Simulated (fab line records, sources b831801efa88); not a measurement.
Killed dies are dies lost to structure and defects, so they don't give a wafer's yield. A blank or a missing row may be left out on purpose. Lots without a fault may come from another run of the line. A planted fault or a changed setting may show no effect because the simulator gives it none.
fab line records | flow gf180mcu
record lots=5 wafers=15 last_day=33
route steps=602 shown STI@4 DNWELL@32 NWELL@42
lots that met no fault: from a run of the same line without faults
start_h: hours from the record's first day to the start of the lot's first wafer shown | wait_h: hours since the lot's step before | " the same as in the row above | L1.1+2: a row that stands for several wafers | - no value, or no start given | * or withheld: withheld | < > ~ a bound
route shown NAME@n: a module of which the file shows steps, and the number in the route of the first | usual: mean/standard deviation of fault-free wafers | same: alike in all rows | chamber/n: place in a boat | sites: the reading at each site | _std_site: their standard deviation | _edge_site: outer sites' mean less inner sites' | radius_mm: how far each site lies from the wafer's centre | mask NAME#n: copy n | behind: the tool/chamber that last shaped the wafer | hold: why the lot was held/for how many hours/how that ended | device: the transistor (n, p or np) that didn't switch | end of line: the same wafers' tests at the end of the route | a step without rows: its recipe alone | killed: dies lost to structure and defects at the first sort, not the wafer's yield | map: a wafer's dies, x killed, . not, _ none there
set.NAME: the setting as run; set.NAME@STEP: as run at that earlier step | model.NAME: the simulator's own value behind a step, which no gauge read
lots at some steps of the route; a table a step, a row a wafer
services: from which hour (start_h, from the record's first day; less than 0 if before it) a tool's chamber was out of use, for how many hours, and why
## steps
# step GF_STI_CVD_03
# recipe material=Si3N4 precursor=DCS/NH3 target_thk_nm=207.16 temp_c=770 time_s=3551 pressure_mtorr=250
# usual spike_tc_centre_C=770.4/1.9 spike_tc_upper_C=770.4/1.2 zone_power_centre_pct=14.4/0.87
# same time_s=3551
# columns lot.wafer tool chamber start_h wait_h spike_tc_centre_C spike_tc_upper_C zone_power_centre_pct
L074.1 lpcvd-01 0 11.57 0.1 773.1 769.4 15.8
L074.3 " 0 " " 773.7 771.8 15.7
L074.4 " 0 " " 774.8 772.6 15.5
L080.1 lpcvd-02 0 41.60 0.1 772.2 769.2 15.2
L080.5 " 0 " " 773.5 768.8 15.3
L080.6 " 0 " " 770.4 769.9 15.4
L088.2 lpcvd-02 1 81.96 0.0 769.4 770.4 14.0
L088.4 " 1 " " 768.9 769.1 14.0
L088.6 " 1 " " 769.5 771.9 14.0
L091.2 lpcvd-02 0 97.17 0.6 770.7 768.8 15.2
L091.3 " 0 " " 772.3 768.1 15.3
L091.6 " 0 " " 771.8 771.5 15.1
L093.3 lpcvd-01 0 106.86 0.0 772.9 770.7 15.6
L093.4 " 0 " " 773.8 771.3 15.6
L093.5 " 0 " " 771.6 771.2 15.6
# step GF_STI_THK_MEAS_04
# recipe reads=Si3N4_of_STI_CVD_03
# usual STI_CVD_03_THK=208.6/2.3
# columns lot.wafer tool chamber start_h wait_h STI_CVD_03_THK[nm]
L074.1 film_metro-01 - 14.55 0.0 206.3
L074.3 " - " " 209.9
L074.4 " - " " 206.4
L080.1 film_metro-01 - 43.59 0.0 209.8
L080.5 " - " " 208.3
L080.6 " - " " 206.8
L088.2 film_metro-01 - 84.95 0.0 210.2
L088.4 " - " " 208.6
L088.6 " - " " 208.9
L091.2 film_metro-02 - 99.16 0.0 210.1
L091.3 " - " " 209.1
L091.6 " - " " 208.3
L093.3 film_metro-02 - 108.87 0.0 206.2
L093.4 " - " " 205.7
L093.5 " - " " 208.1
# step GF_STI_DEHYDRATE_05
# recipe temp_c=200 time_s=60
# same time_s=60
# columns lot.wafer tool chamber start_h wait_h
L074.1+3+4 litho_track-03 0 19.81 5.2
L080.1+5+6 litho_track-04 0 49.40 5.8
L088.2+4+6 litho_track-01 0 90.80 5.8
L091.2+3+6 litho_track-01 0 105.80 6.6
L093.3+4+5 litho_track-04 0 115.84 7.0
# step GF_STI_HMDS_06
# recipe prime_time_s=60 prime_temp_c=120
# columns lot.wafer tool chamber start_h wait_h
L074.1+3+4 litho_track-03 0 19.96 0.1
L080.1+5+6 litho_track-04 0 49.55 0.1
L088.2+4+6 litho_track-01 0 90.95 0.1
L091.2+3+6 litho_track-01 0 105.95 0.1
L093.3+4+5 litho_track-04 0 115.99 0.1
# step GF_STI_COAT_07
# recipe resist=KrF spin_rpm=withheld resist_thk_nm=700
# columns lot.wafer tool chamber start_h wait_h
L074.1+3+4 litho_track-03 0 20.11 0.1
L080.1+5+6 litho_track-04 0 49.70 0.1
L088.2+4+6 litho_track-01 0 91.10 0.1
L091.2+3+6 litho_track-01 0 106.10 0.1
L093.3+4+5 litho_track-04 0 116.14 0.1
# step GF_STI_SOFTBAKE_08
# recipe temp_c=130 time_s=60 resist=KrF
# same time_s=60
# columns lot.wafer tool chamber start_h wait_h
L074.1+3+4 litho_track-03 0 20.26 0.1
L080.1+5+6 litho_track-04 0 49.85 0.1
L088.2+4+6 litho_track-01 0 91.25 0.1
L091.2+3+6 litho_track-01 0 106.25 0.1
L093.3+4+5 litho_track-04 0 116.29 0.1
# step GF_STI_EXPOSE_09
# recipe mask_id=COMP target_cd_nm=220 na=0.68 source_shape=conventional sigma_outer=0.6 dose_mj=28
# columns lot.wafer tool chamber start_h wait_h mask
L074.1+3+4 krf_scanner-02 0 - - COMP#0
L080.1+5+6 krf_scanner-02 0 - - COMP#0
L088.2+4+6 krf_scanner-01 0 - - COMP#0
L091.2+3+6 krf_scanner-01 0 - - COMP#0
L093.3+4+5 krf_scanner-01 0 - - COMP#0
# step GF_STI_PEB_10
# recipe peb_temp_c=135 peb_time_s=90 resist=KrF
# columns lot.wafer tool chamber start_h wait_h
L074.1+3+4 litho_track-03 0 - -
L080.1+5+6 litho_track-01 0 - -
L088.2+4+6 litho_track-04 0 - -
L091.2+3+6 litho_track-04 0 - -
L093.3+4+5 litho_track-03 0 - -
# step GF_STI_DEVELOP_11
# recipe develop_time_s=60 dev_temp_c=21
# columns lot.wafer tool chamber start_h wait_h
L074.1+3+4 litho_track-03 0 26.56 0.2
L080.1+5+6 litho_track-01 0 56.27 0.2
L088.2+4+6 litho_track-04 0 98.02 0.2
L091.2+3+6 litho_track-04 0 113.17 0.2
L093.3+4+5 litho_track-03 0 123.66 0.1
# step GF_STI_CD_MEAS_12
# recipe target_cd_nm=220
# usual cd_nm=220.3/1.1
# columns lot.wafer tool chamber start_h wait_h cd_nm
L074.1 cd_sem-01 - 26.71 0.1 218.6
L074.3 " - " " 220.0
L074.4 " - " " 219.9
L080.1 cd_sem-02 - 56.42 0.1 221.4
L080.5 " - " " 221.5
L080.6 " - " " 221.5
L088.2 cd_sem-02 - 98.25 0.2 221.8
L088.4 " - " " 222.1
L088.6 " - " " 221.4
L091.2 cd_sem-01 - 113.31 0.1 220.9
L091.3 " - " " 219.6
L091.6 " - " " 219.5
L093.3 cd_sem-02 - 123.80 0.1 219.6
L093.4 " - " " 219.9
L093.5 " - " " 220.2
# step GF_STI_ETCH_13
# recipe chemistry=CHF3/O2 stop_on=Si over_etch_frac=0.3 target_depth_a=2823.1 source_w=600 bias_w=200 pressure_mtorr=40 chf3_flow_sccm=50 O2_flow_sccm=5 time_s=112.9
# usual chamber_pressure_mTorr=40.00/0.033 drypump_motor_current_A=5.8/0.3 oes_product_au=0.836/0.0071 throttle_valve_pct=8.811/0.0092
# same time_s=112.9
# columns lot.wafer tool chamber start_h wait_h chamber_pressure_mTorr drypump_motor_current_A oes_product_au rf_hours_counter_h throttle_valve_pct
L074.1 rie_diel-02 2 26.83 0.1 40.01 5.9 0.829 44 8.806
L074.3 " 0 " " 39.99 5.8 0.836 9 8.810
L074.4 " 1 " " 40.00 6.3 0.835 162 8.819
L080.1 rie_diel-02 3 56.54 0.1 40.03 6.0 0.831 105 8.821
L080.5 " 3 " " 39.98 6.0 0.834 - 8.827
L080.6 " 0 " " 39.94 5.8 0.837 - 8.810
L088.2 rie_diel-03 3 98.35 0.1 39.96 6.2 0.849 137 8.802
L088.4 " 2 " " 40.00 5.5 0.841 0 8.818
L088.6 " 0 " " 39.90 5.7 0.838 - 8.791
L091.2 rie_diel-02 0 113.41 0.1 40.00 5.7 0.842 12 8.805
L091.3 " 3 " " 39.95 6.1 0.838 106 8.805
L091.6 " 2 " " 40.01 5.9 0.834 - 8.819
L093.3 rie_diel-01 1 123.88 0.1 40.07 5.7 0.828 55 8.804
L093.4 " 2 " " 40.05 5.3 0.824 - 8.815
L093.5 " 1 " " 40.04 5.7 0.837 - 8.807
# step GF_STI_ETCH_14
# recipe target=Si chemistry=HBr/Cl2/O2 target_depth_nm=360 icp_w=600 bias_w=150 pressure_mtorr=15 HBr_flow_sccm=150 Cl2_flow_sccm=40 O2_flow_sccm=6 time_s=102.9
# usual chamber_pressure_mTorr=14.999/0.014 drypump_motor_current_A=5.7/0.51 oes_product_au=1.002/0.008 throttle_valve_pct=25.657/0.011
# same time_s=102.9
# columns lot.wafer tool chamber start_h wait_h chamber_pressure_mTorr drypump_motor_current_A oes_product_au rf_hours_counter_h throttle_valve_pct
L074.1 rie_si-02 0 26.91 0.0 14.980 5.0 1.002 4 25.661
L074.3 " 1 " " 14.993 5.5 1.008 19 25.650
L074.4 " 2 " " 15.005 6.4 0.997 83 25.641
L080.1 rie_si-01 1 56.62 0.0 14.978 6.5 1.001 9 25.662
L080.5 " 2 " " 14.977 5.8 1.011 - 25.658
L080.6 " 3 " " 14.955 5.8 0.998 - 25.660
L088.2 rie_si-02 1 98.43 0.0 15.017 5.5 1.006 19 25.655
L088.4 " 2 " " 14.978 6.4 1.003 83 25.663
L088.6 " 3 " " 15.017 5.3 1.010 - 25.649
L091.2 rie_si-01 3 113.49 0.0 14.980 5.8 0.991 99 25.678
L091.3 " 1 " " 15.001 6.5 1.020 9 25.666
L091.6 " 1 " " 15.002 6.5 1.001 - 25.636
L093.3 rie_si-02 3 123.96 0.0 14.994 5.3 1.003 41 25.629
L093.4 " 1 " " 15.014 5.5 0.998 20 25.669
L093.5 " 2 " " 15.006 6.4 1.006 - 25.669
# step GF_STI_STRIP_15
# recipe chemistry=O2/N2 power_w=1400 pressure_mtorr=1500 platen_temp_c=250 o2_flow_sccm=3000 n2_flow_sccm=300 overash_fraction=0.5
# usual chamber_pressure_mTorr=1500.1/1.3 drypump_motor_current_A=5.79/0.17 heater_power_w=335/22 n2_flow_sccm=300.0/0.99 oes_product_au=0.385/0.0045 platen_temp_c=249.98/0.17 strip_time_to_endpoint_s=3.73/0.04
# columns lot.wafer tool chamber start_h wait_h chamber_pressure_mTorr drypump_motor_current_A heater_power_w n2_flow_sccm oes_product_au platen_temp_c rf_hours_counter_h strip_time_to_endpoint_s
L074.1 plasma_asher-04 0 26.98 0.0 1502.5 5.69 314 301.0 0.380 249.66 37 3.72
L074.3 " 1 " " 1499.8 5.56 351 299.8 0.380 250.17 - 3.76
L074.4 " 0 " " 1497.2 5.71 319 302.3 0.389 250.01 - 3.72
L080.1 plasma_asher-02 1 56.70 0.0 1501.5 6.10 309 298.5 0.386 250.18 27 3.76
L080.5 " 1 " " 1501.3 6.07 313 299.7 0.385 249.86 - 3.71
L080.6 " 0 " " 1500.7 5.58 349 299.2 0.377 249.67 - 3.79
L088.2 plasma_asher-01 1 98.50 0.0 1498.8 6.02 377 299.6 0.387 249.90 42 3.76
L088.4 " 1 " " 1499.8 6.01 383 298.1 0.382 249.94 - 3.80
L088.6 " 0 " " 1499.2 5.79 315 300.4 0.386 249.87 - 3.75
L091.2 plasma_asher-04 0 113.57 0.0 1501.8 5.70 315 299.5 0.388 249.81 47 3.75
L091.3 " 0 " " 1499.3 5.71 316 300.2 0.386 250.25 - 3.67
L091.6 " 1 " " 1500.1 5.59 342 300.3 0.384 250.14 - 3.68
L093.3 plasma_asher-02 1 124.06 0.1 1499.3 6.10 315 299.9 0.383 249.92 - 3.71
L093.4 " 0 " " 1501.2 5.58 350 299.2 0.389 249.91 - 3.67
L093.5 " 1 " " 1499.6 6.10 312 299.7 0.390 249.82 - 3.76
# step GF_STI_CLEAN_16
# recipe chemistry=dHF time_s=25 dilution=100:1
# same time_s=25
# columns lot.wafer tool chamber start_h wait_h
L074.1+3+4 wet_bench-03 1 27.08 0.1
L080.1+5+6 wet_bench-03 2 56.80 0.1
L088.2+4+6 wet_bench-04 0 98.60 0.1
L091.2+3+6 wet_bench-03 2 113.67 0.1
L093.3+4+5 wet_bench-02 3 124.13 0.0
# step GF_STI_WET_ETCH_17
# recipe chemistry=H3PO4 target_depth_nm=45 temp_c=160 target=Si3N4 time_s=514
# same time_s=514
# columns lot.wafer tool chamber start_h wait_h
L074.1+3+4 wet_bench-02 0 27.10 0.0
L080.1+5+6 wet_bench-02 2 56.81 0.0
L088.2+4+6 wet_bench-02 1 98.62 0.0
L091.2+3+6 wet_bench-02 1 113.68 0.0
L093.3+4+5 wet_bench-04 0 124.15 0.0
# step GF_STI_CLEAN_18
# recipe chemistry=SC1/SC2 mix=1:4:20 temp_c=70 time_s=150
# same time_s=150
# columns lot.wafer tool chamber start_h wait_h
L074.1+3+4 wet_bench-04 2 27.26 0.0
L080.1+5+6 wet_bench-04 2 56.96 0.0
L088.2+4+6 wet_bench-04 2 98.78 0.0
L091.2+3+6 wet_bench-04 3 113.85 0.0
L093.3+4+5 wet_bench-03 2 124.30 0.0
# step GF_STI_CLEAN_19
# recipe chemistry=dHF time_s=20 dilution=100:1
# same time_s=20
# columns lot.wafer tool chamber start_h wait_h
L074.1+3+4 wet_bench-02 3 27.31 0.0
L080.1+5+6 wet_bench-03 3 57.01 0.0
L088.2+4+6 wet_bench-02 0 98.84 0.0
L091.2+3+6 wet_bench-03 1 113.90 0.0
L093.3+4+5 wet_bench-02 1 124.35 0.0
# step GF_STI_WET_ETCH_20
# recipe chemistry=dHF dilution=100:1 target_depth_nm=20 temp_c=25 dry=ipa_marangoni target=SiO2 time_s=400
# same time_s=400
# columns lot.wafer tool chamber start_h wait_h
L074.1+3+4 wet_bench-04 0 27.33 0.0
L080.1+5+6 wet_bench-02 0 57.03 0.0
L088.2+4+6 wet_bench-04 3 98.87 0.0
L091.2+3+6 wet_bench-02 2 113.91 0.0
L093.3+4+5 wet_bench-04 1 124.36 0.0
# step GF_STI_OXIDATION_21
# recipe temp_c=1000 ambient=O2 stabilise_s=600 purge_s=300 target_thk_a=150 ox_time_s=458
# usual spike_tc_centre_C=1000.4/1.2 spike_tc_upper_C=999.9/1.4 zone_power_centre_pct=24.2/1.3
# columns lot.wafer tool chamber start_h wait_h spike_tc_centre_C spike_tc_upper_C zone_power_centre_pct
L074.1 furnace-01 0 27.60 0.2 1000.6 998.4 23.2
L074.3 " 0 " " 999.3 997.7 22.6
L074.4 " 0 " " 998.5 999.3 22.9
L080.1 furnace-01 0 57.50 0.4 1000.1 998.2 23.0
L080.5 " 0 " " 999.7 999.4 22.6
L080.6 " 0 " " 1001.0 999.0 22.6
L088.2 furnace-01 0 99.00 0.0 1000.2 998.7 22.6
L088.4 " 0 " " 1001.8 998.2 22.4
L088.6 " 0 " " 999.0 999.3 22.8
L091.2 furnace-02 0 114.04 0.0 1001.1 1000.2 25.3
L091.3 " 0 " " 1000.8 1000.1 25.3
L091.6 " 0 " " 1002.2 1000.8 25.0
L093.3 furnace-01 0 124.48 0.0 999.3 999.0 22.8
L093.4 " 0 " " 999.5 996.8 22.2
L093.5 " 0 " " 999.2 999.8 22.5
# step GF_STI_THK_MEAS_22
# recipe reads=SiO2_of_STI_OXIDATION_21
# usual STI_OXIDATION_01_THK=15.19/0.24
# columns lot.wafer tool chamber start_h wait_h STI_OXIDATION_01_THK[nm]
L074.1 film_metro-01 - 28.73 0.0 15.24
L074.3 " - " " 14.98
L074.4 " - " " 15.15
L080.1 film_metro-01 - 58.64 0.0 15.60
L080.5 " - " " 15.54
L080.6 " - " " 15.36
L088.2 film_metro-03 - 100.13 0.0 15.21
L088.4 " - " " 15.14
L088.6 " - " " 15.27
L091.2 film_metro-03 - 115.18 0.0 15.33
L091.3 " - " " 15.29
L091.6 " - " " 15.32
L093.3 film_metro-02 - 125.63 0.0 15.46
L093.4 " - " " 15.34
L093.5 " - " " 15.14
# step GF_STI_CVD_23
# recipe material=SiO2 target_thk_nm=650 sigma_open_frac=0.3 time_s=108.3 temp_c=600 sih4_flow_sccm=60 pressure_mtorr=6
# same time_s=108.3
# columns lot.wafer tool chamber start_h wait_h
L074.1+3+4 hdpcvd-01 2,1,0 28.79 0.1
L080.1+5+6 hdpcvd-01 0,0,2 58.70 0.1
L088.2+4+6 hdpcvd-01 1,1,0 100.18 0.0
L091.2+3+6 hdpcvd-02 0,1,0 115.23 0.0
L093.3+4+5 hdpcvd-01 1,1,2 125.67 0.0
# step GF_STI_THK_MEAS_24
# recipe reads=SiO2_of_STI_CVD_23
# usual STI_CVD_23_THK=653/5.3
# columns lot.wafer tool chamber start_h wait_h STI_CVD_23_THK[nm]
L074.1 film_metro-02 - 28.86 0.0 650
L074.3 " - " " 644
L074.4 " - " " 649
L080.1 film_metro-03 - 58.78 0.0 650
L080.5 " - " " 649
L080.6 " - " " 655
L088.2 film_metro-01 - 100.27 0.0 645
L088.4 " - " " 649
L088.6 " - " " 657
L091.2 film_metro-01 - 115.32 0.0 640
L091.3 " - " " 647
L091.6 " - " " 649
L093.3 film_metro-01 - 125.77 0.1 658
L093.4 " - " " 657
L093.5 " - " " 656
# step GF_STI_CMP_25
# recipe stop_on=Si3N4 t_overpolish_s=33 down_force_psi=4 platen_rpm=60 target_thk_nm=524.6 pad_velocity_m_s=0.94248
# usual motor_current_A=11.9/0.96 overpolish_run_s=32.999/0.0096 slurry_filter_dp_kPa=13.49/0.12 time_to_endpoint_s=122/4.1
# columns lot.wafer tool chamber start_h wait_h motor_current_A overpolish_run_s slurry_filter_dp_kPa time_to_endpoint_s
L074.4 cmp-02 3 28.97 0.1 10.0 33.005 13.42 121
L074.1 " 0 " " 11.5 32.985 13.39 120
L074.3 " 1 " " 12.6 32.996 13.48 120
L080.1 cmp-02 3 58.99 0.2 10.4 32.975 13.53 120
L080.5 " 0 " " 11.4 33.014 13.56 116
L080.6 " 1 " " 12.8 33.009 13.30 120
L088.2 cmp-02 1 100.37 0.1 12.2 33.004 13.43 126
L088.4 " 2 " " 12.0 32.998 13.58 130
L088.6 " 0 " " 11.5 32.992 13.44 123
L091.2 cmp-02 3 115.37 0.0 10.5 32.991 13.45 124
L091.3 " 0 " " 11.3 32.984 13.29 124
L091.6 " 3 " " 10.1 33.008 13.61 125
L093.3 cmp-02 1 125.81 0.0 12.7 33.003 13.42 128
L093.4 " 0 " " 11.7 32.998 13.46 125
L093.5 " 2 " " 12.9 33.015 13.25 129
# step GF_STI_WET_ETCH_26
# recipe chemistry=dHF target_depth_nm=94 target=SiO2 temp_c=25 dilution=10:1 time_s=188
# same time_s=188
# columns lot.wafer tool chamber start_h wait_h
L074.1+3+4 wet_bench-02 1 29.22 0.1
L080.1+5+6 wet_bench-03 1 59.14 0.1
L088.2+4+6 wet_bench-04 2 100.62 0.2
L091.2+3+6 wet_bench-02 0 115.67 0.2
L093.3+4+5 wet_bench-04 0 126.11 0.2
# step GF_STI_WET_ETCH_27
# recipe chemistry=H3PO4 target_depth_nm=160 target=Si3N4 temp_c=160 time_s=1825
# same time_s=1825
# columns lot.wafer tool chamber start_h wait_h
L074.1+3+4 wet_bench-03 3 29.29 0.0
L080.1+5+6 wet_bench-04 0 59.20 0.0
L088.2+4+6 wet_bench-03 1 100.69 0.0
L091.2+3+6 wet_bench-03 1 115.73 0.0
L093.3+4+5 wet_bench-03 0 126.17 0.0
# step GF_STI_WET_ETCH_28
# recipe chemistry=dHF target_depth_nm=20 dry=ipa_marangoni target=SiO2 temp_c=25 dilution=10:1 time_s=40
# same time_s=40
# columns lot.wafer tool chamber start_h wait_h
L074.1+3+4 wet_bench-04 0 29.80 0.0
L080.1+5+6 wet_bench-03 0 59.71 0.0
L088.2+4+6 wet_bench-04 3 101.20 0.0
L091.2+3+6 wet_bench-04 3 116.25 0.0
L093.3+4+5 wet_bench-04 0 126.68 0.0
# step GF_STI_OXIDATION_29
# recipe temp_c=900 ambient=O2 stabilise_s=600 purge_s=300 target_thk_a=100 ox_time_s=1418
# usual spike_tc_centre_C=900.4/1.1 spike_tc_upper_C=900.1/1.3 zone_power_centre_pct=19.2/1
# columns lot.wafer tool chamber start_h wait_h spike_tc_centre_C spike_tc_upper_C zone_power_centre_pct
L074.1 furnace-02 0 29.82 0.0 900.5 899.7 20.4
L074.3 " 0 " " 901.0 901.2 19.6
L074.4 " 0 " " 899.5 902.0 20.0
L080.1 furnace-01 0 59.73 0.0 900.4 898.2 17.8
L080.5 " 0 " " 897.6 898.0 17.9
L080.6 " 0 " " 900.2 896.6 17.9
L088.2 furnace-02 0 101.22 0.0 900.1 902.1 20.0
L088.4 " 0 " " 898.7 900.5 19.9
L088.6 " 0 " " 900.6 899.5 20.0
L091.2 furnace-01 0 116.27 0.0 898.9 899.6 17.7
L091.3 " 0 " " 901.5 899.8 17.6
L091.6 " 0 " " 898.6 898.5 17.9
L093.3 furnace-02 0 128.01 1.3 899.4 901.0 20.0
L093.4 " 0 " " 900.4 901.2 19.9
L093.5 " 0 " " 900.8 899.8 20.0
# step GF_STI_THK_MEAS_30
# recipe reads=SiO2_of_STI_OXIDATION_29
# usual STI_OXIDATION_02_THK=10.12/0.22
# columns lot.wafer tool chamber start_h wait_h STI_OXIDATION_02_THK[nm]
L074.1 film_metro-01 - 31.22 0.0 10.04
L074.3 " - " " 10.24
L074.4 " - " " 10.06
L080.1 film_metro-02 - 61.13 0.0 9.86
L080.5 " - " " 10.04
L080.6 " - " " 10.09
L088.2 film_metro-03 - 102.62 0.0 10.37
L088.4 " - " " 10.11
L088.6 " - " " 10.08
L091.2 film_metro-01 - 117.67 0.0 9.90
L091.3 " - " " 9.97
L091.6 " - " " 9.96
L093.3 film_metro-03 - 129.43 0.0 10.06
L093.4 " - " " 10.04
L093.5 " - " " 9.97
# step GF_DNWELL_DEHYDRATE_00
# recipe temp_c=200 time_s=60
# same time_s=60
# columns lot.wafer tool chamber start_h wait_h
L074.1+3+4 litho_track-04 0 36.70 5.5
L080.1+5+6 litho_track-02 0 66.44 5.3
L088.2+4+6 litho_track-03 0 108.78 6.1
L091.2+3+6 litho_track-03 0 124.43 6.7
L093.3+4+5 litho_track-03 0 137.16 7.7
# step GF_DNWELL_HMDS_01
# recipe prime_time_s=60 prime_temp_c=120
# columns lot.wafer tool chamber start_h wait_h
L074.1+3+4 litho_track-04 0 36.85 0.1
L080.1+5+6 litho_track-02 0 66.59 0.1
L088.2+4+6 litho_track-03 0 108.93 0.1
L091.2+3+6 litho_track-03 0 124.58 0.1
L093.3+4+5 litho_track-03 0 137.31 0.1
# step GF_DNWELL_COAT_02
# recipe spin_rpm=2000 resist_thk_nm=3000
# columns lot.wafer tool chamber start_h wait_h
L074.1+3+4 litho_track-04 0 37.00 0.1
L080.1+5+6 litho_track-02 0 66.74 0.1
L088.2+4+6 litho_track-03 0 109.08 0.1
L091.2+3+6 litho_track-03 0 124.73 0.1
L093.3+4+5 litho_track-03 0 137.46 0.1
# step GF_DNWELL_SOFTBAKE_03
# recipe temp_c=110 time_s=withheld
# columns lot.wafer tool chamber start_h wait_h
L074.1+3+4 litho_track-04 0 37.15 0.1
L080.1+5+6 litho_track-02 0 66.89 0.1
L088.2+4+6 litho_track-03 0 109.24 0.1
L091.2+3+6 litho_track-03 0 124.89 0.1
L093.3+4+5 litho_track-03 0 137.62 0.1
# step GF_DNWELL_EXPOSE_04
# recipe mask_id=DNWELL target_cd_nm=1700 na=0.6 source_shape=conventional sigma_outer=0.6 dose_mj=260
# columns lot.wafer tool chamber start_h wait_h mask
L074.1+3+4 iline_stepper-02 0 - - DNWELL#0
L080.1+5+6 iline_stepper-01 0 - - DNWELL#0
L088.2+4+6 iline_stepper-02 0 - - DNWELL#0
L091.2+3+6 iline_stepper-01 0 - - DNWELL#0
L093.3+4+5 iline_stepper-01 0 - - DNWELL#0
# step GF_DNWELL_PEB_05
# recipe temp_c=115 time_s=withheld
# columns lot.wafer tool chamber start_h wait_h
L074.1+3+4 litho_track-04 0 - -
L080.1+5+6 litho_track-04 0 - -
L088.2+4+6 litho_track-04 0 - -
L091.2+3+6 litho_track-03 0 - -
L093.3+4+5 litho_track-02 0 - -
# step GF_DNWELL_DEVELOP_06
# recipe wall_angle_deg=90 develop_time_s=60 dev_temp_c=23
# columns lot.wafer tool chamber start_h wait_h
L074.1+3+4 litho_track-04 0 - -
L080.1+5+6 litho_track-04 0 - -
L088.2+4+6 litho_track-04 0 - -
L091.2+3+6 litho_track-03 0 - -
L093.3+4+5 litho_track-02 0 - -
# step GF_DNWELL_IMPLANT_07
# recipe species=P energy_kev=1500 dose_cm2=1e+13 tilt_deg=0
# columns lot.wafer tool chamber start_h wait_h
L074.1+3+4 implanter-02 0 43.35 -
L080.1+5+6 implanter-04 0 73.75 -
L088.2+4+6 implanter-03 0 116.77 -
L091.2+3+6 implanter-03 0 133.08 -
L093.3+4+5 implanter-04 0 144.64 -
# step GF_DNWELL_STRIP_08
# recipe chemistry=O2/N2 power_w=1400 pressure_mtorr=1500 platen_temp_c=250 o2_flow_sccm=3000 n2_flow_sccm=300 overash_fraction=0.5
# usual chamber_pressure_mTorr=1499.9/1.4 drypump_motor_current_A=5.89/0.19 heater_power_w=335/21 n2_flow_sccm=300.0/0.89 oes_product_au=0.722/0.0045 platen_temp_c=250.02/0.18 strip_time_to_endpoint_s=36.89/0.11
# columns lot.wafer tool chamber start_h wait_h chamber_pressure_mTorr drypump_motor_current_A heater_power_w n2_flow_sccm oes_product_au platen_temp_c rf_hours_counter_h strip_time_to_endpoint_s
L074.1 plasma_asher-02 1 43.50 0.1 1500.1 6.05 317 297.8 0.719 250.08 26 37.20
L074.3 " 1 " " 1498.8 6.07 303 299.1 0.727 250.27 - 37.08
L074.4 " 0 " " 1497.8 5.58 342 300.2 0.721 250.08 - 37.13
L080.1 plasma_asher-02 1 73.90 0.1 1500.2 6.05 319 299.8 0.730 249.80 29 36.92
L080.5 " 0 " " 1502.2 5.62 342 299.0 0.724 249.99 - 36.61
L080.6 " 1 " " 1500.7 6.09 312 300.1 0.717 250.01 - 36.68
L088.2 plasma_asher-02 0 116.89 0.1 1497.9 5.58 341 299.1 0.716 249.84 34 36.89
L088.4 " 0 " " 1500.3 5.59 351 301.8 0.724 250.06 - 36.78
L088.6 " 1 " " 1501.0 6.10 304 299.8 0.721 250.00 - 36.80
L091.2 plasma_asher-01 1 133.21 0.1 1499.6 6.03 364 300.9 0.717 249.76 2 37.06
L091.3 " 0 " " 1500.0 5.81 312 300.1 0.719 249.97 - 37.04
L091.6 " 0 " " 1499.0 5.83 322 299.1 0.724 250.26 - 37.10
L093.3 plasma_asher-03 1 144.77 0.1 1499.4 6.18 336 300.7 0.723 249.98 - 36.82
L093.4 " 0 " " 1499.6 5.85 331 300.2 0.717 250.04 - 36.75
L093.5 " 0 " " 1499.0 5.82 328 299.1 0.726 249.92 - 36.84
# step GF_DNWELL_TW_MEAS_09
# usual DNWELL_TW=1347/11
# columns lot.wafer tool chamber start_h wait_h DNWELL_TW
L074.1 film_metro-03 - 43.60 0.1 1346
L074.3 " - " " 1353
L074.4 " - " " 1357
L080.1 film_metro-01 - 74.00 0.1 1339
L080.5 " - " " 1337
L080.6 " - " " 1348
L088.2 film_metro-01 - 117.00 0.1 1342
L088.4 " - " " 1330
L088.6 " - " " 1342
L091.2 film_metro-01 - 133.32 0.1 1342
L091.3 " - " " 1343
L091.6 " - " " 1339
L093.3 film_metro-03 - 144.86 0.1 1363
L093.4 " - " " 1363
L093.5 " - " " 1352
# step GF_NWELL_DEHYDRATE_00
# recipe temp_c=200 time_s=60
# same time_s=60
# columns lot.wafer tool chamber start_h wait_h
L074.1+3+4 litho_track-02 0 49.39 5.8
L080.1+5+6 litho_track-04 0 80.05 6.0
L088.2+4+6 litho_track-02 0 123.17 6.2
L091.2+3+6 litho_track-04 0 140.17 6.8
L093.3+4+5 litho_track-02 0 151.64 6.8
# step GF_NWELL_HMDS_01
# recipe prime_time_s=60 prime_temp_c=120
# columns lot.wafer tool chamber start_h wait_h
L074.1+3+4 litho_track-02 0 49.54 0.1
L080.1+5+6 litho_track-04 0 80.20 0.1
L088.2+4+6 litho_track-02 0 123.32 0.1
L091.2+3+6 litho_track-04 0 140.32 0.1
L093.3+4+5 litho_track-02 0 151.79 0.1
# step GF_NWELL_COAT_02
# recipe spin_rpm=2000 resist_thk_nm=3000
# columns lot.wafer tool chamber start_h wait_h
L074.1+3+4 litho_track-02 0 49.69 0.1
L080.1+5+6 litho_track-04 0 80.35 0.1
L088.2+4+6 litho_track-02 0 123.47 0.1
L091.2+3+6 litho_track-04 0 140.47 0.1
L093.3+4+5 litho_track-02 0 151.94 0.1
# step GF_NWELL_SOFTBAKE_03
# recipe temp_c=110 time_s=withheld
# columns lot.wafer tool chamber start_h wait_h
L074.1+3+4 litho_track-02 0 49.84 0.1
L080.1+5+6 litho_track-04 0 80.50 0.1
L088.2+4+6 litho_track-02 0 123.62 0.1
L091.2+3+6 litho_track-04 0 140.63 0.1
L093.3+4+5 litho_track-02 0 152.11 0.1
## services
# columns tool chamber start_h hours kind
iline_stepper-02 - -12.00 1.7 pm
krf_scanner-01 - 10.40 1.0 repair
rie_si-02 1 28.13 3.9 repair
cmp-02 - 29.24 1.0 repair
rie_si-02 2 36.53 11.9 repair
furnace-02 - 47.00 4.8 pm
hdpcvd-01 - 47.27 0.6 repair
plasma_asher-02 - 48.58 0.6 repair
plasma_asher-02 - 51.65 1.5 repair
furnace-02 - 51.75 3.8 pm
iline_stepper-01 - 56.02 5.8 repair
krf_scanner-01 - 66.44 0.7 repair
krf_scanner-01 - 67.16 1.3 pm
cmp-02 - 68.40 6.5 pm
krf_scanner-01 - 69.40 1.3 repair
rie_si-02 0 74.26 2.8 repair
plasma_asher-02 - 83.67 0.7 repair
rie_diel-02 3 93.01 13.1 repair
krf_scanner-01 - 115.51 0.8 pm
furnace-01 - 129.94 4.1 pm
furnace-01 - 133.74 4.4 repair
krf_scanner-01 - 140.24 1.0 pm
cmp-02 - 147.50 0.7 repair
iline_stepper-01 - 150.84 1.7 pm
## key
fault none
